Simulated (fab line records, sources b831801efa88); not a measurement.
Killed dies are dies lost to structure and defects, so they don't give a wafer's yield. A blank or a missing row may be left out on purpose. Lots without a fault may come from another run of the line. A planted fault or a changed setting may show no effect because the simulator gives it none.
One fault seen from 2 desks | flow gf180mcu | each desk has only its own numbers; what lay behind them comes last

THE METROLOGY DESK
What the gauges read, lot by lot, whatever tool the lot ran on: means of the sampled wafers that have a number. A lot is out of limits, marked OUT, if its mean lies more than 4 standard deviations from the usual mean; the brackets give that distance.
Columns: A = cd_nm at GF_TOP_METAL_CD_MEAS_14, usual 439.3 nm; B = PASSIVATION_CVD_00_THK at GF_PASSIVATION_THK_MEAS_01, usual 1001 nm
lot  | first seen here | A     | B
L705 | day 28 01:10    | 441.4 | 994
L706 | day 28 07:50    | 438.6 | 994
L708 | day 29 01:16    | 443.3 | 997
L711 | day 29 19:43    | 440.5 | 1010
L712 | day 30 02:38    | 437.6 | 988
L713 | day 30 15:52    | 441.1 | 1014
L714 | day 30 20:25    | 438.0 | 999
L717 | day 32 01:05    | 439.2 | 560 (-37) OUT
L720 | day 32 08:23    | 437.5 | 795 (-17) OUT
L721 | day 32 16:59    | 439.9 | 770 (-19) OUT
L726 | day 33 16:28    | 436.0 | 998
L727 | day 33 23:38    | 439.4 | 1003
L728 | day 34 03:01    | 437.8 | 1015
This desk's finding: out of limits on L717, L720, L721; first on L717, day 32 02:05 (PASSIVATION_CVD_00_THK at GF_PASSIVATION_THK_MEAS_01). In limits: L705, L706, L708, L711, L712, L713, L714, L726, L727, L728.

THE TOOL OWNER'S DESK: pecvd-03
The tool's own readings at GF_PASSIVATION_CVD_00 (deposits SiO2 from TEOS, target thk 1000 nm, time 111.95 s): means of the sampled wafers that have a number, for each lot that ran on this tool. A lot is out of limits, marked OUT, if its mean lies more than 4 standard deviations from the usual mean; the brackets give that distance.
Columns: A = heater_power_w at GF_PASSIVATION_CVD_00, usual 597 W; B = run_length_s at GF_PASSIVATION_CVD_00, usual 139.8 s
lot  | first seen here | A   | B
L706 | day 28 08:45    | 582 | 139.5
L712 | day 30 03:30    | 584 | 139.6
L714 | day 30 21:17    | 571 | 139.8
L717 | day 32 02:01    | 626 | 90.8 (-99 or more) OUT
L720 | day 32 09:28    | 468 | 115.2 (-56) OUT
L721 | day 32 18:04    | 642 | 115.0 (-56) OUT
This desk's finding: out of limits on L717, L720, L721; first on L717, day 32 02:01 (run_length_s at GF_PASSIVATION_CVD_00). In limits: L706, L712, L714.

PUT TOGETHER
The tool owner's desk could have raised an alarm at day 32 02:01, on L717, L720, L721.
The metrology desk could have raised an alarm at day 32 02:05, on L717, L720, L721.
Of the lots named, all ran GF_PASSIVATION_CVD_00 on pecvd-03.

WHAT THE SIMULATOR HAD PUT IN
Process parameter drift: pecvd-03, from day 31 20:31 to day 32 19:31, at GF_PASSIVATION_CVD_00. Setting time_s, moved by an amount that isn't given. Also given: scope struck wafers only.
Lots struck among those shown: L717, L720, L721.
Hours from the fault's start to each desk's first reading out of limits: the tool owner's desk, 5; the metrology desk, 6.
